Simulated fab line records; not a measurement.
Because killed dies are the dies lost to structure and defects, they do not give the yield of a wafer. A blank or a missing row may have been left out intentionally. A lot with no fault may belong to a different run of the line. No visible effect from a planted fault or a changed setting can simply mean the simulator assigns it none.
Which of the tools did it? + flow gf180mcu + Sampling: 24 lots, 72 wafers, 6 of 602 route steps

== WHAT THE GAUGES READ, wafer by wafer ==
GF_V2_OVL_MEAS_15.
| lot  | measured     | on         | V2_OVL (nm) |
|------|--------------|------------|-------------|
| L074 | day 20 02:31 | overlay-02 | 13 9 13     |
| L075 | day 20 12:56 | overlay-01 | 1 5 -2      |
| L076 | day 20 23:16 | overlay-01 | 7 7 6       |
| L077 | day 21 12:01 | overlay-02 | -3 0 2      |
| L078 | day 21 21:47 | overlay-02 | -3 -3 -1    |
| L079 | day 22 05:13 | overlay-02 | -4 0 -3     |
| L080 | day 22 10:20 | overlay-02 | 1 1 -2      |
| L081 | day 22 21:05 | overlay-01 | -10 -14 -2  |
| L082 | day 23 12:53 | overlay-02 | 8 3 2       |
| L083 | day 23 16:28 | overlay-01 | 5 1 4       |
| L084 | day 24 01:29 | overlay-02 | -1 1 4      |
| L085 | day 24 12:50 | overlay-02 | -7 -3 -9    |
| L086 | day 24 16:22 | overlay-02 | -4 -1 -4    |
| L087 | day 25 06:05 | overlay-02 | 0 0 1       |
| L088 | day 25 08:29 | overlay-02 | -1 -1 1     |
| L089 | day 25 16:55 | overlay-02 | -7 -9 -6    |
| L090 | day 26 00:22 | overlay-01 | 0 -5 -5     |
| L091 | day 26 04:01 | overlay-01 | 15 8 5      |
| L092 | day 26 08:20 | overlay-02 | -11 -11 1   |
| L093 | day 26 18:29 | overlay-02 | 1 -1 3      |
| L094 | day 27 03:55 | overlay-02 | 7 8 5       |
| L095 | day 27 04:47 | overlay-01 | -1 -6 -5    |
| L096 | day 27 14:09 | overlay-02 | 3 11 3      |
| L097 | day 27 21:28 | overlay-01 | -3 0 3      |

GF_M3_RS_MEAS_05: uses a four-point probe to measure.
| lot  | measured     | on            | M3_ALCU_RS (ohm/sq)  |
|------|--------------|---------------|----------------------|
| L074 | day 20 04:08 | film metro-03 | 0.0698 0.0690 0.0685 |
| L075 | day 20 14:34 | film metro-04 | 0.0689 0.0709 0.0698 |
| L076 | day 21 00:55 | film metro-03 | 0.0694 0.0682 0.0690 |
| L077 | day 21 13:40 | film metro-04 | 0.0690 0.0674 0.0685 |
| L078 | day 21 23:28 | film metro-04 | 0.0687 0.0693 0.0690 |
| L079 | day 22 06:53 | film metro-03 | 0.0695 0.0695 0.0692 |
| L080 | day 22 11:57 | film metro-03 | 0.0692 0.0697 0.0687 |
| L081 | day 22 22:46 | film metro-03 | 0.0706 0.0703 0.0712 |
| L082 | day 23 14:35 | film metro-02 | 0.0702 0.0690 0.0704 |
| L083 | day 23 18:06 | film metro-03 | 0.0702 0.0685 0.0692 |
| L084 | day 24 03:06 | film metro-04 | 0.0717 0.0712 0.0715 |
| L085 | day 24 14:27 | film metro-02 | 0.0701 0.0690 0.0697 |
| L086 | day 24 17:59 | film metro-02 | 0.0695 0.0691 0.0691 |
| L087 | day 25 07:44 | film metro-02 | 0.0703 0.0694 0.0707 |
| L088 | day 25 10:09 | film metro-02 | 0.0709 0.0697 0.0692 |
| L089 | day 25 18:32 | film metro-04 | 0.0688 0.0704 0.0708 |
| L090 | day 26 01:59 | film metro-02 | 0.0688 0.0708 0.0698 |
| L091 | day 26 05:39 | film metro-02 | 0.0700 0.0677 0.0687 |
| L092 | day 26 09:58 | film metro-02 | 0.0694 0.0696 0.0694 |
| L093 | day 26 20:06 | film metro-02 | 0.0711 0.0706 0.0710 |
| L094 | day 27 05:34 | film metro-04 | 0.0700 0.0698 0.0690 |
| L095 | day 27 06:26 | film metro-03 | 0.0686 0.0704 0.0697 |
| L096 | day 27 15:49 | film metro-04 | 0.0689 0.0696 0.0711 |
| L097 | day 27 23:06 | film metro-03 | 0.0705 0.0701 0.0703 |

GF_V4_THK_MEAS_03.
| lot  | measured     | on            | V4_CVD_02_THK (nm) |
|------|--------------|---------------|--------------------|
| L074 | day 23 06:25 | film metro-04 | 831 855 845        |
| L075 | day 23 16:32 | film metro-03 | 847 836 858        |
| L076 | day 24 03:10 | film metro-01 | 833 844 852        |
| L077 | day 24 14:24 | film metro-03 | 828 855 831        |
| L078 | day 24 23:17 | film metro-01 | 851 841 839        |
| L079 | day 25 06:21 | film metro-03 | 825 837 842        |
| L080 | day 25 11:05 | film metro-01 | 851 832 852        |
| L081 | day 25 20:35 | film metro-03 | 839 848 867        |
| L082 | day 26 11:04 | film metro-03 | 851 865 858        |
| L083 | day 26 14:12 | film metro-04 | 854 852 857        |
| L084 | day 26 22:38 | film metro-01 | 823 834 848        |
| L085 | day 27 09:26 | film metro-04 | 834 850 841        |
| L086 | day 27 12:39 | film metro-04 | 839 850 858        |
| L087 | day 28 01:09 | film metro-03 | 844 823 852        |
| L088 | day 28 04:04 | film metro-01 | 842 844 851        |
| L089 | day 28 11:41 | film metro-01 | 829 838 848        |
| L090 | day 28 18:44 | film metro-04 | 855 853 875        |
| L091 | day 28 20:58 | film metro-04 | 832 849 845        |
| L092 | day 29 02:02 | film metro-03 | 839 850 849        |
| L093 | day 29 10:34 | film metro-03 | 850 861 849        |
| L094 | day 29 17:54 | film metro-03 | 844 850 861        |
| L095 | day 29 19:47 | film metro-03 | 845 852 857        |
| L096 | day 30 06:17 | film metro-04 | 844 840 859        |
| L097 | day 30 11:19 | film metro-04 | 833 850 845        |

== TOOL THAT RAN EACH LOT (tool first, then ch and the chambers of the sampled wafers, then the start) ==
| lot  | GF_V2_STRIP_18                       | GF_V2_CMP_26                  | GF_M4_SPUTTER_03             |
|------|--------------------------------------|-------------------------------|------------------------------|
| L074 | plasma asher-02 ch 0,1, day 20 02:41 | cmp-01 ch 0,1,3, day 20 03:43 | pvd sputter-03, day 22 06:47 |
| L075 | plasma asher-01 ch 0,1, day 20 13:06 | cmp-01 ch 0,2,3, day 20 14:02 | pvd sputter-04, day 22 16:46 |
| L076 | plasma asher-02 ch 0,1, day 20 23:26 | cmp-02 ch 0,3, day 21 00:23   | pvd sputter-04, day 23 03:13 |
| L077 | plasma asher-02 ch 0,1, day 21 12:11 | cmp-02 ch 1,2, day 21 13:07   | pvd sputter-03, day 23 14:48 |
| L078 | plasma asher-01 ch 0,1, day 21 21:57 | cmp-02 ch 0,2,3, day 21 22:59 | pvd sputter-02, day 24 00:20 |
| L079 | plasma asher-04 ch 0,1, day 22 05:23 | cmp-01 ch 0,2,3, day 22 06:22 | pvd sputter-03, day 24 07:54 |
| L080 | plasma asher-01 ch 0,1, day 22 10:30 | cmp-02 ch 1,3, day 22 11:29   | pvd sputter-02, day 24 13:01 |
| L081 | plasma asher-02 ch 0,1, day 22 21:19 | cmp-01 ch 0,2,3, day 22 22:15 | pvd sputter-02, day 24 21:52 |
| L082 | plasma asher-01 ch 0,1, day 23 13:04 | cmp-02 ch 2,3, day 23 14:01   | pvd sputter-02, day 25 13:34 |
| L083 | plasma asher-02 ch 0,1, day 23 16:38 | cmp-02 ch 0,1, day 23 17:34   | pvd sputter-02, day 25 16:38 |
| L084 | plasma asher-02 ch 0,1, day 24 01:39 | cmp-01 ch 0,1,3, day 24 02:38 | pvd sputter-03, day 26 01:34 |
| L085 | plasma asher-02 ch 0,1, day 24 13:00 | cmp-01 ch 2,3, day 24 13:56   | pvd sputter-03, day 26 12:28 |
| L086 | plasma asher-01 ch 0,1, day 24 16:32 | cmp-02 ch 0,1, day 24 17:31   | pvd sputter-04, day 26 15:05 |
| L087 | plasma asher-04 ch 0,1, day 25 06:15 | cmp-02 ch 1,2,3, day 25 07:13 | pvd sputter-03, day 27 05:07 |
| L088 | plasma asher-02 ch 0,1, day 25 08:39 | cmp-01 ch 0,1,3, day 25 09:37 | pvd sputter-04, day 27 06:31 |
| L089 | plasma asher-02 ch 0,1, day 25 17:04 | cmp-01 ch 0,2,3, day 25 18:03 | pvd sputter-04, day 27 14:54 |
| L090 | plasma asher-02 ch 0,1, day 26 00:32 | cmp-01 ch 0,1,3, day 26 01:28 | pvd sputter-03, day 27 21:56 |
| L091 | plasma asher-01 ch 0,1, day 26 04:11 | cmp-02 ch 1,3, day 26 05:07   | pvd sputter-02, day 28 00:38 |
| L092 | plasma asher-01 ch 0,1, day 26 08:30 | cmp-02 ch 1,3, day 26 09:28   | pvd sputter-03, day 28 05:36 |
| L093 | plasma asher-01 ch 0,1, day 26 18:39 | cmp-01 ch 0,1,2, day 26 19:34 | pvd sputter-04, day 28 14:13 |
| L094 | plasma asher-01 ch 0,1, day 27 04:05 | cmp-01 ch 0,1,2, day 27 05:05 | pvd sputter-04, day 28 22:48 |
| L095 | plasma asher-04 ch 0,1, day 27 04:57 | cmp-02 ch 0,1,2, day 27 05:55 | pvd sputter-04, day 29 00:29 |
| L096 | plasma asher-01 ch 0,1, day 27 14:20 | cmp-01 ch 0,1,3, day 27 15:22 | pvd sputter-04, day 29 10:04 |
| L097 | plasma asher-01 ch 0,1, day 27 21:38 | cmp-01 ch 1,3, day 27 22:37   | pvd sputter-04, day 29 16:28 |
- GF_V2_STRIP_18: strips in O2/N2.
- GF_V2_CMP_26: polishes, stops on SiO2, t overpolish 15 s, target thk 0 nm.
- GF_M4_SPUTTER_03: material Ti, target thk 10 nm, time 6.7 s.

== AS READ BY THE TOOLS THEMSELVES (means over the sampled wafers that have a number; for cases with no such wafer, the mark the record gives instead) ==
GF_V2_STRIP_18.
| lot  | tool            | drypump motor current A (A) | heater power w (W) | oes product au (a.u.) |
|------|-----------------|-----------------------------|--------------------|-----------------------|
| L074 | plasma asher-02 | 5.9                         | 331                | 0.588                 |
| L075 | plasma asher-01 | 5.3                         | 287                | 0.595                 |
| L076 | plasma asher-02 | 5.7                         | 370                | 0.593                 |
| L077 | plasma asher-02 | 5.7                         | 364                | 0.596                 |
| L078 | plasma asher-01 | 5.3                         | 285                | 0.591                 |
| L079 | plasma asher-04 | 4.9                         | 297                | 0.593                 |
| L080 | plasma asher-01 | 5.3                         | 286                | 0.590                 |
| L081 | plasma asher-02 | 5.7                         | 357                | 0.591                 |
| L082 | plasma asher-01 | 5.1                         | 284                | 0.589                 |
| L083 | plasma asher-02 | 5.7                         | 367                | 0.591                 |
| L084 | plasma asher-02 | 5.9                         | 333                | 0.599                 |
| L085 | plasma asher-02 | 5.9                         | 331                | 0.590                 |
| L086 | plasma asher-01 | 5.3                         | 290                | 0.589                 |
| L087 | plasma asher-04 | 5.0                         | 301                | 0.591                 |
| L088 | plasma asher-02 | 5.9                         | 329                | 0.590                 |
| L089 | plasma asher-02 | 5.7                         | 357                | 0.589                 |
| L090 | plasma asher-02 | 5.7                         | 363                | 0.593                 |
| L091 | plasma asher-01 | 5.1                         | 279                | 0.591                 |
| L092 | plasma asher-01 | 5.3                         | 289                | 0.592                 |
| L093 | plasma asher-01 | 5.1                         | 284                | 0.595                 |
| L094 | plasma asher-01 | 5.3                         | 287                | 0.593                 |
| L095 | plasma asher-04 | 5.1                         | 332                | 0.587                 |
| L096 | plasma asher-01 | 5.1                         | 278                | 0.593                 |
| L097 | plasma asher-01 | 5.3                         | 287                | 0.593                 |

GF_V2_CMP_26.
| lot  | tool   | motor current A (A) | overpolish run s (s) | retaining ring pressure frac | time to endpoint s (s) |
|------|--------|---------------------|----------------------|------------------------------|------------------------|
| L074 | cmp-01 | 11.2                | 15.004               | 1.010                        | 86                     |
| L075 | cmp-01 | 11.0                | 15.004               | 1.000                        | 85                     |
| L076 | cmp-02 | 11.2                | 14.997               | 0.996                        | 81                     |
| L077 | cmp-02 | 10.3                | 14.993               | 1.000                        | 91                     |
| L078 | cmp-02 | 10.6                | 14.997               | 0.997                        | 83                     |
| L079 | cmp-01 | 11.1                | 14.994               | 1.006                        | 86                     |
| L080 | cmp-02 | 10.9                | 14.998               | 0.994                        | 93                     |
| L081 | cmp-01 | 11.0                | 15.007               | 0.998                        | 89                     |
| L082 | cmp-02 | 10.3                | 15.000               | 0.995                        | 87                     |
| L083 | cmp-02 | 10.3                | 14.996               | 1.002                        | 90                     |
| L084 | cmp-01 | 11.2                | 14.997               | 0.998                        | 86                     |
| L085 | cmp-01 | 10.7                | 15.005               | 0.997                        | 86                     |
| L086 | cmp-02 | 10.5                | 15.000               | 1.000                        | 89                     |
| L087 | cmp-02 | 11.0                | 14.994               | 0.996                        | 87                     |
| L088 | cmp-01 | 10.9                | 15.002               | 1.000                        | 86                     |
| L089 | cmp-01 | 10.9                | 15.006               | 1.001                        | 90                     |
| L090 | cmp-01 | 11.2                | 14.998               | 0.995                        | 84                     |
| L091 | cmp-02 | 11.2                | 15.004               | 0.994                        | 83                     |
| L092 | cmp-02 | 11.2                | 15.005               | 0.999                        | 85                     |
| L093 | cmp-01 | 10.7                | 15.002               | 1.000                        | 88                     |
| L094 | cmp-01 | 10.9                | 14.998               | 1.001                        | 89                     |
| L095 | cmp-02 | 10.4                | 15.007               | 1.002                        | 85                     |
| L096 | cmp-01 | 10.9                | 15.002               | 0.999                        | 91                     |
| L097 | cmp-01 | 11.0                | 14.999               | 1.000                        | 90                     |

GF_M4_SPUTTER_03.
| lot  | tool           | cathode dc power W (W) | throttle valve pct (%) |
|------|----------------|------------------------|------------------------|
| L074 | pvd sputter-03 | 3000.0                 | 30.1                   |
| L075 | pvd sputter-04 | 2999.8                 | 29.3                   |
| L076 | pvd sputter-04 | 2999.9                 | 29.9                   |
| L077 | pvd sputter-03 | 2999.6                 | 29.2                   |
| L078 | pvd sputter-02 | 2999.8                 | 29.7                   |
| L079 | pvd sputter-03 | 2999.5                 | 29.6                   |
| L080 | pvd sputter-02 | 2999.8                 | 29.1                   |
| L081 | pvd sputter-02 | 3000.0                 | 29.3                   |
| L082 | pvd sputter-02 | 2999.6                 | 29.8                   |
| L083 | pvd sputter-02 | 2999.7                 | 29.0                   |
| L084 | pvd sputter-03 | 2999.8                 | 29.1                   |
| L085 | pvd sputter-03 | 3000.4                 | 29.3                   |
| L086 | pvd sputter-04 | 3000.0                 | 29.7                   |
| L087 | pvd sputter-03 | 3000.1                 | 29.3                   |
| L088 | pvd sputter-04 | 2999.8                 | 29.5                   |
| L089 | pvd sputter-04 | 2999.6                 | 29.8                   |
| L090 | pvd sputter-03 | 3000.1                 | 28.6                   |
| L091 | pvd sputter-02 | 3000.2                 | 29.1                   |
| L092 | pvd sputter-03 | 3000.3                 | 29.1                   |
| L093 | pvd sputter-04 | 2999.7                 | 29.7                   |
| L094 | pvd sputter-04 | 2999.4                 | 29.8                   |
| L095 | pvd sputter-04 | 3000.1                 | 29.5                   |
| L096 | pvd sputter-04 | 2999.8                 | 30.3                   |
| L097 | pvd sputter-04 | 2999.4                 | 29.8                   |

== THE ANSWER, worked out from the rows above alone ==
Rule: the usual values come from the lots themselves. Put in order of their means at a reading, lots are off if they are a third of the lots or fewer, leave a main group of 4 or more, and stand apart from it by a gap of 3 or more times the standard deviation of the main group's means; of several such gaps the widest counts. A main group is skipped when, at the precision printed for the reading in the tables above, its means are all equal. A lot without any number at a reading at which 4 lots or more have one is off too. Any other lot the step has rows for is counted as sound. Order of review: gauges by route order, followed by the tools' own readings, for which a lot's mean as printed above is used. The first step at which some lot is off is used, and at that step the reading that is off furthest; a lot without a number counts as furthest.
No lot is off on any of the readings shown, so nothing can be concluded from this.

== WHAT THE SIMULATOR HAD INSERTED ==
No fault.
